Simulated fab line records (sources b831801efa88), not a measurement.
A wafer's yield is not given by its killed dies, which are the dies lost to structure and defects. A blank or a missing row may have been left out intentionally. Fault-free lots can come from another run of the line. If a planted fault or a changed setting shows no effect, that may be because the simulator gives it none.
fab line records    flow sky130
record lots=12  wafers=36  last_day=50
route steps=708 shown FIELD_ISO@24 VT_ADJUST_LVTN@117 POLY_CUT@317 RES_XHIGH@335
lots untouched by any fault: they come from a run of this same line in which no faults occurred
start_h: start of the lot's first displayed wafer, in hours after the record's first day    wait_h: hours since the lot's step before    " as in the row above    L1.1+2: several wafers, shown together as one row    - value missing, or start not given    * or withheld: withheld    < > ~ a bound
route shown NAME@n: a module of which the file shows steps, and the number in the route of the first    usual: mean/standard deviation taken from wafers without a fault    same: alike in all rows    chamber/n: place in a boat    sites: per-site readings    _std_site: the values' standard deviation    _edge_site: the outer-site mean with the inner-site mean subtracted    radius_mm: for every site, how far away it sits from the centre of the wafer    mask NAME#n: copy n    behind: tool/chamber where the wafer was last shaped    hold: reason for holding the lot/hours on hold/outcome of the hold    device: which transistor (n, p or np) failed to switch    end of line: the route-end tests of the same wafers    a step without rows: its recipe alone    killed: dies lost to structure and defects at the first sort, not the wafer's yield    map: dies across one wafer; x = killed, . = not, _ = none there
set.NAME: the setting the step ran with; set.NAME@STEP: the setting that earlier step ran with    model.NAME: the simulator's own value behind a step, which no gauge read
steps of the route over a sample of lots; a table a step, a row a wafer
services: a tool's chamber out of use, with start hour (start_h, from the record's first day; less than 0 if before it), hours out, and reason
## steps
# step SKY_FIELD_ISO_THK_MEAS_23
# recipe reads=SiO2_of_FIELD_ISO_OXIDATION_22
# usual FIELD_ISO_OXIDATION_01_THK=10.11/0.18
lot.wafer  tool           chamber  start_h  wait_h  FIELD_ISO_OXIDATION_01_THK[nm]
L156.1     film_metro-03  -        41.17    0.0     9.89
L156.3     "              -        "        "       9.87
L156.6     "              -        "        "       9.89
L159.2     film_metro-01  -        55.05    0.0     10.02
L159.5     "              -        "        "       9.84
L159.6     "              -        "        "       9.77
L161.1     film_metro-01  -        64.91    0.0     9.87
L161.4     "              -        "        "       9.80
L161.5     "              -        "        "       9.94
L162.1     film_metro-03  -        74.49    0.0     10.22
L162.3     "              -        "        "       10.32
L162.5     "              -        "        "       10.06
L164.2     film_metro-01  -        83.02    0.0     9.91
L164.3     "              -        "        "       9.88
L164.4     "              -        "        "       9.98
L166.3     film_metro-03  -        92.85    0.0     10.61
L166.5     "              -        "        "       10.38
L166.6     "              -        "        "       10.44
L168.1     film_metro-01  -        98.52    0.0     10.24
L168.2     "              -        "        "       10.25
L168.6     "              -        "        "       10.10
L169.1     film_metro-03  -        98.52    0.0     9.99
L169.2     "              -        "        "       9.96
L169.3     "              -        "        "       10.21
L171.3     film_metro-04  -        108.45   0.0     10.39
L171.5     "              -        "        "       10.53
L171.6     "              -        "        "       10.21
L173.3     film_metro-01  -        123.54   0.0     10.12
L173.4     "              -        "        "       10.07
L173.6     "              -        "        "       10.24
L174.1     film_metro-01  -        126.22   0.0     10.37
L174.4     "              -        "        "       10.28
L174.5     "              -        "        "       10.27
L178.1     film_metro-01  -        147.12   0.0     10.08
L178.2     "              -        "        "       9.80
L178.6     "              -        "        "       10.04
# step SKY_VT_ADJUST_LVTN_STRIP_20
# recipe chemistry=O2/N2  power_w=1400  pressure_mtorr=1500  platen_temp_c=withheld  o2_flow_sccm=3000  n2_flow_sccm=300  overash_fraction=0.5
# usual drypump_motor_current_A=5.6/0.55  oes_product_au=0.715/0.0046  strip_time_to_endpoint_s=14.18/0.043
lot.wafer  tool             chamber  start_h  wait_h  drypump_motor_current_A  oes_product_au  rf_hours_counter_h  strip_time_to_endpoint_s
L156.1     plasma_asher-01  0        187.83   0.1     5.3                      0.712           52                  14.16
L156.3     "                0        "        "       5.2                      0.720           -                   14.12
L156.6     "                1        "        "       6.2                      0.718           -                   14.13
L159.2     plasma_asher-01  1        204.18   0.1     6.2                      0.712           53                  14.17
L159.5     "                0        "        "       5.2                      0.711           -                   14.19
L159.6     "                1        "        "       6.2                      0.717           -                   14.16
L161.1     plasma_asher-01  1        219.39   0.1     6.3                      0.721           55                  14.17
L161.4     "                0        "        "       5.3                      0.718           -                   14.23
L161.5     "                0        "        "       5.3                      0.714           -                   14.17
L162.1     plasma_asher-02  1        231.69   0.1     5.9                      0.715           11                  14.14
L162.3     "                1        "        "       5.9                      0.715           -                   14.14
L162.5     "                1        "        "       5.9                      0.716           -                   14.12
L164.2     plasma_asher-02  0        241.69   0.1     4.7                      0.718           11                  14.20
L164.3     "                1        "        "       5.9                      0.714           -                   14.20
L164.4     "                0        "        "       4.7                      0.713           -                   14.18
L166.3     plasma_asher-01  1        245.72   0.1     6.2                      0.715           -                   14.21
L166.5     "                1        "        "       6.2                      0.717           -                   14.23
L166.6     "                0        "        "       5.3                      0.721           -                   14.18
L169.1     plasma_asher-01  0        250.19   0.1     5.2                      0.718           58                  14.20
L169.2     "                1        "        "       6.2                      0.710           58                  14.21
L169.3     "                1        "        "       6.2                      0.721           -                   14.27
L168.1     plasma_asher-02  0        251.95   0.1     4.7                      0.716           13                  14.19
L168.2     "                1        "        "       5.9                      0.717           13                  14.21
L168.6     "                1        "        "       5.9                      0.719           -                   14.21
L171.3     plasma_asher-01  0        262.77   0.1     5.3                      0.709           -                   14.22
L171.5     "                0        "        "       5.3                      0.708           -                   14.19
L171.6     "                1        "        "       6.2                      0.714           -                   14.25
L173.3     plasma_asher-01  1        283.22   0.1     6.2                      0.715           -                   14.20
L173.4     "                0        "        "       5.2                      0.713           -                   14.19
L173.6     "                0        "        "       5.2                      0.713           -                   14.16
L174.1     plasma_asher-02  1        289.09   0.1     5.9                      0.712           16                  14.15
L174.4     "                0        "        "       4.7                      0.716           -                   14.16
L174.5     "                1        "        "       5.9                      0.717           -                   14.19
L178.1     plasma_asher-01  1        312.64   0.1     6.2                      0.722           64                  14.21
L178.2     "                0        "        "       5.2                      0.719           64                  14.19
L178.6     "                0        "        "       5.2                      0.714           -                   14.26
# step SKY_POLY_CUT_ETCH_10
# recipe chemistry=N2/H2  target=BARC  ion_energy_ev=200  source_w=500  bias_w=100  pressure_mtorr=30  n2_flow_sccm=100  h2_flow_sccm=200  stop_on=SiO2  time_s=45.9  target_depth_a=600
# usual drypump_motor_current_A=5.7/0.48  oes_product_au=0.855/0.0042  throttle_valve_pct=13.227/0.0096
lot.wafer  tool         chamber  start_h  wait_h  drypump_motor_current_A  oes_product_au  rf_hours_counter_h  throttle_valve_pct
L156.1     rie_diel-02  1        592.60   0.0     6.4                      0.857           1                   13.233
L156.3     "            3        "        "       6.5                      0.858           1                   13.225
L156.6     "            1        "        "       6.3                      0.856           -                   13.250
L159.2     rie_diel-04  2        618.95   0.0     6.0                      0.854           16                  13.224
L159.5     "            0        "        "       5.2                      0.858           -                   13.242
L159.6     "            2        "        "       5.9                      0.859           -                   13.227
L161.1     rie_diel-02  1        625.40   0.0     6.3                      0.859           2                   13.241
L161.4     "            2        "        "       5.8                      0.850           1                   13.228
L161.5     "            1        "        "       6.3                      0.855           -                   13.217
L162.1     rie_diel-04  0        646.42   0.0     5.2                      0.852           12                  13.224
L162.3     "            3        "        "       5.5                      0.855           1                   13.223
L162.5     "            1        "        "       5.7                      0.850           -                   13.240
L164.2     rie_diel-02  3        662.00   0.0     6.5                      0.852           2                   13.227
L164.3     "            2        "        "       5.8                      0.847           1                   13.227
L164.4     "            1        "        "       6.3                      0.857           3                   13.233
L169.1     rie_diel-04  1        693.90   0.0     5.7                      0.849           2                   13.220
L169.2     "            0        "        "       5.2                      0.854           13                  13.230
L169.3     "            3        "        "       5.5                      0.855           2                   13.229
L166.3     rie_diel-03  1        694.15   0.0     6.2                      0.854           55                  13.237
L166.5     "            1        "        "       6.2                      0.853           -                   13.221
L166.6     "            2        "        "       4.8                      0.862           -                   13.247
L171.3     rie_diel-04  3        694.55   0.0     5.5                      0.854           2                   13.225
L171.5     "            3        "        "       5.5                      0.852           -                   13.213
L171.6     "            0        "        "       5.2                      0.853           -                   13.235
L168.1     rie_diel-02  3        695.50   0.0     6.5                      0.853           3                   13.234
L168.2     "            2        "        "       5.8                      0.856           2                   13.213
L168.6     "            2        "        "       5.8                      0.849           -                   13.219
L173.3     rie_diel-02  1        712.30   0.0     6.3                      0.856           4                   13.227
L173.4     "            2        "        "       5.8                      0.854           2                   13.214
L173.6     "            1        "        "       6.3                      0.862           -                   13.222
L174.1     rie_diel-03  2        716.50   0.0     4.8                      0.855           13                  13.214
L174.4     "            0        "        "       5.8                      0.852           -                   13.222
L174.5     "            2        "        "       4.8                      0.855           -                   13.227
L178.1     rie_diel-04  2        743.96   0.0     5.9                      0.854           19                  13.221
L178.2     "            1        "        "       5.7                      0.856           4                   13.225
L178.6     "            1        "        "       5.7                      0.851           -                   13.220
# step SKY_RES_XHIGH_SOFTBAKE_03
# recipe temp_c=90  time_s=60  resist=NOVOLAK
# usual heater_power_total_W=56.59/0.047  run_length_s=89.08/0.11
lot.wafer  tool            chamber  start_h  wait_h  heater_power_total_W  run_length_s
L156.1     litho_track-01  0        636.40   0.1     56.56                 88.99
L156.3     "               0        "        "       56.59                 89.00
L156.6     "               0        "        "       56.61                 89.07
L159.2     litho_track-04  0        661.72   0.1     56.59                 89.18
L159.5     "               0        "        "       56.61                 89.14
L159.6     "               0        "        "       56.67                 88.99
L161.1     litho_track-02  0        665.85   0.1     56.55                 89.01
L161.4     "               0        "        "       56.63                 89.28
L161.5     "               0        "        "       56.56                 88.99
L162.1     litho_track-01  0        687.70   0.1     56.54                 89.25
L162.3     "               0        "        "       56.56                 89.33
L162.5     "               0        "        "       56.65                 88.97
L164.2     litho_track-04  0        703.27   0.1     56.53                 88.99
L164.3     "               0        "        "       56.61                 88.93
L164.4     "               0        "        "       56.64                 88.95
L169.1     litho_track-04  0        733.80   0.1     56.52                 89.02
L169.2     "               0        "        "       56.61                 89.17
L169.3     "               0        "        "       56.58                 88.97
L166.3     litho_track-01  0        734.60   0.1     56.59                 89.08
L166.5     "               0        "        "       56.51                 89.36
L166.6     "               0        "        "       56.52                 89.05
L171.3     litho_track-01  0        735.20   0.1     56.60                 89.21
L171.5     "               0        "        "       56.59                 89.00
L171.6     "               0        "        "       56.55                 89.08
L168.1     litho_track-02  0        736.40   0.1     56.67                 89.02
L168.2     "               0        "        "       56.61                 89.18
L168.6     "               0        "        "       56.57                 89.00
L173.3     litho_track-04  0        753.60   0.1     56.58                 90.85
L173.4     "               0        "        "       56.61                 91.01
L173.6     "               0        "        "       56.57                 90.85
L174.1     litho_track-04  0        756.75   0.1     56.55                 91.00
L174.4     "               0        "        "       56.58                 90.99
L174.5     "               0        "        "       56.60                 90.95
L178.1     litho_track-02  0        783.25   0.1     56.61                 89.02
L178.2     "               0        "        "       56.52                 89.36
L178.6     "               0        "        "       56.59                 89.12
## services
tool             chamber  start_h  hours  kind
rie_diel-02      0        198.13   2.8    repair
rie_diel-04      0        198.57   11.6   repair
rie_diel-04      -        204.24   2.8    pm
rie_diel-02      0        221.03   5.5    repair
plasma_asher-02  -        240.68   0.9    repair
plasma_asher-01  -        279.19   3.9    repair
plasma_asher-01  -        314.53   14.6   pm
plasma_asher-02  -        357.72   8.3    repair
rie_diel-02      2        367.07   10.5   repair
rie_diel-02      3        402.07   2.4    repair
plasma_asher-01  -        421.25   9.0    pm
rie_diel-02      -        421.83   2.8    pm
rie_diel-04      2        470.51   3.9    repair
plasma_asher-01  -        477.49   2.8    pm
plasma_asher-01  -        510.01   28.1   pm
rie_diel-04      1        579.50   9.0    repair
rie_diel-02      0        600.71   5.3    repair
rie_diel-04      1        602.55   20.4   repair
rie_diel-04      -        623.92   14.6   pm
rie_diel-04      0        718.59   6.2    repair
rie_diel-02      0        732.78   5.4    repair
rie_diel-04      3        739.18   6.5    repair
rie_diel-04      0        754.07   1.3    repair
rie_diel-04      -        754.43   0.2    repair
## key
first_sign step=SKY_RES_XHIGH_SOFTBAKE_03  reading=run_length_s  direction=up  sigmas=17  usual=*  struck=*
effect none on later readings
met_at SKY_RES_XHIGH_SOFTBAKE_03
struck_lots L173,L174
tester_left_out L173,L174
not_acting_at SKY_FIELD_ISO_THK_MEAS_23,SKY_VT_ADJUST_LVTN_STRIP_20,SKY_POLY_CUT_ETCH_10
onset_between 733.80 753.60
fault kind=process_parameter_drift  tool=litho_track-04  chamber=-  onset_h=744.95  steps=SKY_RES_XHIGH_SOFTBAKE_03  channel=time_s  offset=*  shape=step  end_h=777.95  acts_in=*  stated=*
# tester_left_out: of these lots the tester's yield and bins aren't shown, on N5 and GAA mostly nor the transistor test; their killed dies are dies lost to structure and defects alone, not to doping, threshold or leakage, so they don't give the yield
